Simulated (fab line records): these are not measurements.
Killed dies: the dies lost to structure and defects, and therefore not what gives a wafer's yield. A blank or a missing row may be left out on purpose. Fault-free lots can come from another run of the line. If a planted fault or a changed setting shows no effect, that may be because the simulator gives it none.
Which tool did it? ; flow sky130 ; Sampling: 11 lots, 33 wafers, 2 of 708 route steps

WHAT THE GAUGES SHOWED, per wafer
SKY_PASSIVATION_THK_MEAS_03.
lot;measured;on;PASSIVATION_CVD_02_THK (nm)
L411;day 44 05:25;film-metro-04;534 533 530
L412;day 44 14:53;film-metro-03;541 542 546
L413;day 44 17:40;film-metro-03;549 553 550
L417;day 45 22:59;film-metro-03;615 545 618
L415;day 46 01:04;film-metro-03;631 544 545
L418;day 46 02:31;film-metro-03;629 622 560
L420;day 46 19:50;film-metro-01;535 546 546
L426;day 48 05:40;film-metro-04;530 540 547
L431;day 49 08:46;film-metro-03;546 542 545
L433;day 49 13:25;film-metro-03;534 537 544
L432;day 49 17:22;film-metro-01;534 538 545

EACH LOT AND THE TOOL THAT RAN IT (in order: tool; ch and the chambers of the sampled wafers; start)
lot;SKY_PASSIVATION_CVD_02
L411;pecvd-04 ch 0,1,2, day 44 05:11
L412;pecvd-03 ch 0,2, day 44 14:39
L413;pecvd-01 ch 0,2, day 44 17:19
L417;pecvd-03 ch 0,1,2, day 45 22:45
L415;pecvd-03 ch 0,1,2, day 46 00:50
L418;pecvd-03 ch 1,2, day 46 02:17
L420;pecvd-01 ch 0,1, day 46 19:37
L426;pecvd-01 ch 0,1, day 48 05:26
L431;pecvd-03 ch 0,2, day 49 08:32
L433;pecvd-01 ch 0,1, day 49 13:12
L432;pecvd-01 ch 0,1,2, day 49 17:09
- SKY_PASSIVATION_CVD_02: deposits Si3N4, target thk 540 nm.

THE ANSWER, worked out from the rows above alone
Rule: usual is defined by the lots themselves. The widest of any qualifying gaps counts: lots, ordered by their means at a reading, are off when they make up no more than a third of the lots, leave a main group of 4 or more, and stand apart from it by 3 or more times the standard deviation of that group's means. A main group is skipped when, at the precision printed for the reading in the tables above, its means are all equal. Also off: a lot with no number at a reading for which 4 or more lots have one. All remaining lots with rows at the step are treated as sound.
Off: L417, L415, L418, at SKY_PASSIVATION_THK_MEAS_03 (PASSIVATION_CVD_02_THK). For the main group the mean is 541 nm and the standard deviation 5.
A tool fits if, at a process step before that reading, it ran every lot that is off, and no sound lot after the first of them. Those tools and the gauges at SKY_PASSIVATION_THK_MEAS_03 are tried in the same way. None of those tried fits.

WHAT HAD BEEN PUT IN BY THE SIMULATOR
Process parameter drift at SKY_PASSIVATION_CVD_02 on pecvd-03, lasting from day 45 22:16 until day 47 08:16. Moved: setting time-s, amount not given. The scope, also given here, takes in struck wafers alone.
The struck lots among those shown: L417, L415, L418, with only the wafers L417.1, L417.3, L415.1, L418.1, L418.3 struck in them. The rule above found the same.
